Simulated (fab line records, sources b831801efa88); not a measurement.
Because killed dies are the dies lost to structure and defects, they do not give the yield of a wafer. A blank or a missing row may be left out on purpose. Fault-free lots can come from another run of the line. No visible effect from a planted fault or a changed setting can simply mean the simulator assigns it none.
fab line records :: flow sfqLine
[record]
  lots = 15
  wafers = 44
  lastDay = 92
route steps=325 shown I3@144
lots that met no fault: from a run of the same line without faults
startH: start of the lot's first displayed wafer, in hours after the record's first day :: waitH: hours elapsed since this lot's preceding step :: " as in the row above :: L1.1+2: one row covering several wafers at once :: - value missing, or start not given :: * or withheld: withheld :: < > ~ a bound
route shown NAME@n: NAME is a module with steps in the file, n the number in the route of the first one :: usual: average and standard deviation across the fault-free wafers :: same: alike in all rows :: chamber/n: place in a boat :: sites: per-site readings :: _std_site: the values' standard deviation :: _edge_site: mean of outer sites minus mean of inner sites :: radiusMm: how far each site lies from the wafer's centre :: mask NAME#n: copy n :: behind: tool/chamber where the wafer was last shaped :: hold: the reason the lot was held/the length of the hold in hours/how it ended :: device: whichever transistor did not switch (one of n, p or np) :: end of line: the route-end tests of the same wafers :: a step given without rows: its recipe and nothing more :: killed: not the wafer's yield, but the dies lost to structure and defects at the first sort :: map: shows each die of a wafer: x if killed, . if not, _ if none is there
set.NAME: the setting as run; set.NAME@STEP: as run at that earlier step :: model.NAME: the simulator's own value behind a step, which no gauge read
route steps across a sampled set of lots; one table per step, one row per wafer
services: a tool's chamber out of use, with start hour (startH, from the record's first day; less than 0 if before it), hours out, and reason
[[steps]]
[step SFQ_TRILAYER_I3_VIA_BARC_OPEN_VIA_ETCH_121]
[recipe]
  maskMaterial = PR
  chemistry = O2
  targetDepthNm = 125
  target = BARC
  sourceW = 500
  biasW = 80
  pressureMtorr = 30
  timeS = 41.7
[usual]
  drypumpMotorCurrentA = 5.5/0.48
  oesProductAu = 0.686/0.0051
  runLengthS = 69.9/0.45
lot.wafer: L740.1
tool: rieDiel-03
chamber: 0
startH: 1039.07
waitH: 0.0
drypumpMotorCurrentA: 6.5
oesProductAu: 0.688
rfHoursCounterH: 16
runLengthS: 69.9

lot.wafer: L740.3
tool: rieDiel-03
chamber: 1
startH: 1039.07
waitH: 0.0
drypumpMotorCurrentA: 5.0
oesProductAu: 0.694
rfHoursCounterH: 1
runLengthS: 69.2

lot.wafer: L740.6
tool: rieDiel-03
chamber: 0
startH: 1039.07
waitH: 0.0
drypumpMotorCurrentA: 6.5
oesProductAu: 0.688
rfHoursCounterH: -
runLengthS: 70.2

lot.wafer: L741.2
tool: rieDiel-04
chamber: 1
startH: 1047.47
waitH: 0.0
drypumpMotorCurrentA: 5.3
oesProductAu: 0.683
rfHoursCounterH: 20
runLengthS: 69.9

lot.wafer: L741.3
tool: rieDiel-04
chamber: 2
startH: 1047.47
waitH: 0.0
drypumpMotorCurrentA: 5.3
oesProductAu: 0.686
rfHoursCounterH: 7
runLengthS: 69.7

lot.wafer: L741.4
tool: rieDiel-04
chamber: 3
startH: 1047.47
waitH: 0.0
drypumpMotorCurrentA: 6.0
oesProductAu: 0.689
rfHoursCounterH: 5
runLengthS: 70.4

lot.wafer: L742.2
tool: rieDiel-02
chamber: 2
startH: 1048.67
waitH: 0.0
drypumpMotorCurrentA: 5.0
oesProductAu: 0.690
rfHoursCounterH: 2
runLengthS: 71.0

lot.wafer: L742.3
tool: rieDiel-02
chamber: 0
startH: 1048.67
waitH: 0.0
drypumpMotorCurrentA: 5.5
oesProductAu: 0.680
rfHoursCounterH: 7
runLengthS: 69.1

lot.wafer: L742.5
tool: rieDiel-02
chamber: 0
startH: 1048.67
waitH: 0.0
drypumpMotorCurrentA: 5.5
oesProductAu: 0.683
rfHoursCounterH: -
runLengthS: 69.1

lot.wafer: L745.1
tool: rieDiel-02
chamber: 2
startH: 1204.03
waitH: 0.0
drypumpMotorCurrentA: 5.0
oesProductAu: 0.691
rfHoursCounterH: 4
runLengthS: 70.2

lot.wafer: L745.2
tool: rieDiel-02
chamber: 3
startH: 1204.03
waitH: 0.0
drypumpMotorCurrentA: 5.8
oesProductAu: 0.678
rfHoursCounterH: 10
runLengthS: 70.0

lot.wafer: L745.6
tool: rieDiel-02
chamber: 2
startH: 1204.03
waitH: 0.0
drypumpMotorCurrentA: 5.0
oesProductAu: 0.680
rfHoursCounterH: -
runLengthS: 70.3

lot.wafer: L746.1
tool: rieDiel-03
chamber: 0
startH: 1207.63
waitH: 0.0
drypumpMotorCurrentA: 6.5
oesProductAu: 0.696
rfHoursCounterH: 0
runLengthS: 70.1

lot.wafer: L746.3
tool: rieDiel-03
chamber: 3
startH: 1207.63
waitH: 0.0
drypumpMotorCurrentA: 4.7
oesProductAu: 0.692
rfHoursCounterH: 5
runLengthS: 70.1

lot.wafer: L746.5
tool: rieDiel-03
chamber: 1
startH: 1207.63
waitH: 0.0
drypumpMotorCurrentA: 5.0
oesProductAu: 0.683
rfHoursCounterH: -
runLengthS: 69.7

lot.wafer: L747.1
tool: rieDiel-04
chamber: 1
startH: 1317.57
waitH: 0.0
drypumpMotorCurrentA: 5.4
oesProductAu: 0.682
rfHoursCounterH: 1
runLengthS: 69.7

lot.wafer: L747.2
tool: rieDiel-04
chamber: 0
startH: 1317.57
waitH: 0.0
drypumpMotorCurrentA: 5.7
oesProductAu: 0.686
rfHoursCounterH: 5
runLengthS: 70.1

lot.wafer: L747.3
tool: rieDiel-04
chamber: 2
startH: 1317.57
waitH: 0.0
drypumpMotorCurrentA: 5.3
oesProductAu: 0.689
rfHoursCounterH: 12
runLengthS: 69.8

lot.wafer: L748.1
tool: rieDiel-04
chamber: 0
startH: 1327.17
waitH: 0.0
drypumpMotorCurrentA: 5.7
oesProductAu: 0.682
rfHoursCounterH: 5
runLengthS: 69.9

lot.wafer: L748.3
tool: rieDiel-04
chamber: 2
startH: 1327.17
waitH: 0.0
drypumpMotorCurrentA: 5.3
oesProductAu: 0.681
rfHoursCounterH: 12
runLengthS: 69.6

lot.wafer: L748.4
tool: rieDiel-04
chamber: 1
startH: 1327.17
waitH: 0.0
drypumpMotorCurrentA: 5.4
oesProductAu: 0.678
rfHoursCounterH: 2
runLengthS: 69.9

lot.wafer: L749.3
tool: rieDiel-02
chamber: 1
startH: 1328.37
waitH: 0.0
drypumpMotorCurrentA: 5.0
oesProductAu: 0.681
rfHoursCounterH: 15
runLengthS: 70.1

lot.wafer: L749.4
tool: rieDiel-02
chamber: 2
startH: 1328.37
waitH: 0.0
drypumpMotorCurrentA: 5.0
oesProductAu: 0.687
rfHoursCounterH: 5
runLengthS: 70.4

lot.wafer: L749.5
tool: rieDiel-02
chamber: 1
startH: 1328.37
waitH: 0.0
drypumpMotorCurrentA: 5.0
oesProductAu: 0.679
rfHoursCounterH: -
runLengthS: 70.0

lot.wafer: L750.3
tool: rieDiel-03
chamber: 0
startH: 1336.77
waitH: 0.0
drypumpMotorCurrentA: 6.5
oesProductAu: 0.683
rfHoursCounterH: 3
runLengthS: 69.6

lot.wafer: L750.4
tool: rieDiel-03
chamber: 3
startH: 1336.77
waitH: 0.0
drypumpMotorCurrentA: 4.7
oesProductAu: 0.682
rfHoursCounterH: 7
runLengthS: 70.1

lot.wafer: L750.5
tool: rieDiel-03
chamber: 3
startH: 1336.77
waitH: 0.0
drypumpMotorCurrentA: 4.7
oesProductAu: 0.684
rfHoursCounterH: -
runLengthS: 70.4

lot.wafer: L751.2
tool: rieDiel-04
chamber: 2
startH: 1339.17
waitH: 0.0
drypumpMotorCurrentA: 5.3
oesProductAu: 0.678
rfHoursCounterH: 12
runLengthS: 69.6

lot.wafer: L751.3
tool: rieDiel-04
chamber: 0
startH: 1339.17
waitH: 0.0
drypumpMotorCurrentA: 5.7
oesProductAu: 0.684
rfHoursCounterH: 6
runLengthS: 69.9

lot.wafer: L751.6
tool: rieDiel-04
chamber: 0
startH: 1339.17
waitH: 0.0
drypumpMotorCurrentA: 5.7
oesProductAu: 0.691
rfHoursCounterH: -
runLengthS: 69.9

lot.wafer: L753.3
tool: rieDiel-04
chamber: 2
startH: 1343.97
waitH: 0.0
drypumpMotorCurrentA: 5.4
oesProductAu: 0.685
rfHoursCounterH: 12
runLengthS: 70.2

lot.wafer: L753.4
tool: rieDiel-04
chamber: 3
startH: 1343.97
waitH: 0.0
drypumpMotorCurrentA: 6.0
oesProductAu: 0.687
rfHoursCounterH: 9
runLengthS: 70.5

lot.wafer: L753.6
tool: rieDiel-04
chamber: 1
startH: 1343.97
waitH: 0.0
drypumpMotorCurrentA: 5.4
oesProductAu: 0.663
rfHoursCounterH: -
runLengthS: 72.2

lot.wafer: L755.3
tool: rieDiel-04
chamber: 1
startH: 1347.57
waitH: 0.0
drypumpMotorCurrentA: 5.3
oesProductAu: 0.694
rfHoursCounterH: 2
runLengthS: 69.7

lot.wafer: L755.5
tool: rieDiel-04
chamber: 3
startH: 1347.57
waitH: 0.0
drypumpMotorCurrentA: 6.0
oesProductAu: 0.686
rfHoursCounterH: -
runLengthS: 70.2

lot.wafer: L755.6
tool: rieDiel-04
chamber: 2
startH: 1347.57
waitH: 0.0
drypumpMotorCurrentA: 5.3
oesProductAu: 0.665
rfHoursCounterH: -
runLengthS: 71.9

lot.wafer: L758.1
tool: rieDiel-04
chamber: 0
startH: 1354.77
waitH: 0.0
drypumpMotorCurrentA: 5.7
oesProductAu: 0.667
rfHoursCounterH: 6
runLengthS: 73.1

lot.wafer: L758.5
tool: rieDiel-04
chamber: 2
startH: 1354.77
waitH: 0.0
drypumpMotorCurrentA: 5.3
oesProductAu: 0.689
rfHoursCounterH: -
runLengthS: 69.6

lot.wafer: L760.1
tool: rieDiel-02
chamber: 0
startH: 1360.77
waitH: 0.0
drypumpMotorCurrentA: 5.5
oesProductAu: 0.686
rfHoursCounterH: 11
runLengthS: 69.1

lot.wafer: L760.3
tool: rieDiel-02
chamber: 3
startH: 1360.77
waitH: 0.0
drypumpMotorCurrentA: 5.8
oesProductAu: 0.688
rfHoursCounterH: 12
runLengthS: 70.2

lot.wafer: L760.6
tool: rieDiel-02
chamber: 0
startH: 1360.77
waitH: 0.0
drypumpMotorCurrentA: 5.5
oesProductAu: 0.682
rfHoursCounterH: -
runLengthS: 69.3

lot.wafer: L762.1
tool: rieDiel-03
chamber: 2
startH: 1369.29
waitH: 0.0
drypumpMotorCurrentA: 5.7
oesProductAu: 0.693
rfHoursCounterH: 6
runLengthS: 69.9

lot.wafer: L762.3
tool: rieDiel-03
chamber: 3
startH: 1369.29
waitH: 0.0
drypumpMotorCurrentA: 4.7
oesProductAu: 0.684
rfHoursCounterH: 7
runLengthS: 70.2

lot.wafer: L762.4
tool: rieDiel-03
chamber: 0
startH: 1369.29
waitH: 0.0
drypumpMotorCurrentA: 6.5
oesProductAu: 0.684
rfHoursCounterH: 3
runLengthS: 70.1
[[services]]
tool: rieDiel-03
chamber: 0
startH: 1052.18
hours: 16.6
kind: repair

tool: rieDiel-03
chamber: 3
startH: 1054.10
hours: 75.4
kind: repair

tool: rieDiel-02
chamber: -
startH: 1117.93
hours: 0.7
kind: repair

tool: rieDiel-03
chamber: 0
startH: 1141.87
hours: 6.6
kind: repair

tool: rieDiel-03
chamber: 0
startH: 1160.32
hours: -
kind: clean

tool: rieDiel-03
chamber: 0
startH: 1160.32
hours: 23.3
kind: scheduledDown

tool: rieDiel-03
chamber: 0
startH: 1160.32
hours: 23.3
kind: ventCycle

tool: rieDiel-04
chamber: 0
startH: 1169.33
hours: 4.0
kind: repair

tool: rieDiel-03
chamber: 3
startH: 1177.62
hours: 2.6
kind: repair

tool: rieDiel-03
chamber: 2
startH: 1178.51
hours: 16.4
kind: repair

tool: rieDiel-04
chamber: 1
startH: 1187.76
hours: -
kind: clean

tool: rieDiel-04
chamber: 1
startH: 1187.76
hours: 22.5
kind: scheduledDown

tool: rieDiel-04
chamber: 1
startH: 1187.76
hours: 22.5
kind: ventCycle

tool: rieDiel-03
chamber: 1
startH: 1197.76
hours: 8.2
kind: repair

tool: rieDiel-04
chamber: 2
startH: 1203.09
hours: 1.5
kind: repair

tool: rieDiel-03
chamber: -
startH: 1204.75
hours: 2.8
kind: pm

tool: rieDiel-02
chamber: 0
startH: 1213.44
hours: 20.8
kind: repair

tool: rieDiel-02
chamber: -
startH: 1247.84
hours: 14.6
kind: pm

tool: rieDiel-03
chamber: 1
startH: 1289.69
hours: 4.9
kind: repair

tool: rieDiel-03
chamber: 0
startH: 1297.25
hours: 6.4
kind: repair

tool: rieDiel-04
chamber: 3
startH: 1360.64
hours: 6.1
kind: repair
[[key]]
[firstSign]
  step = SFQ_TRILAYER_I3_VIA_BARC_OPEN_VIA_ETCH_121
  reading = runLengthS
  direction = up
  sigmas = 5.6
  usual = *
  struck = *
[effect]
  step = SFQ_TRILAYER_I3_VIA_BARC_OPEN_VIA_ETCH_121
  reading = oesProductAu
  direction = down
  sigmas = 4.1
  usual = 0.686
  struck = 0.665
metAt SFQ_TRILAYER_I3_VIA_BARC_OPEN_VIA_ETCH_121
struckLots L753,L755,L758
struckWafers L753.6,L755.6,L758.1
onsetBetween 1339.17 1343.97
[fault]
  kind = processParameterDrift
  tool = rieDiel-04
  chamber = -
  onsetH = 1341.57
  steps = SFQ_TRILAYER_I3_VIA_BARC_OPEN_VIA_ETCH_121
  channel = timeS
  offset = *
  shape = step
  endH = 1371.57
  scope = struckWafersOnly
  actsIn = *
  stated = *
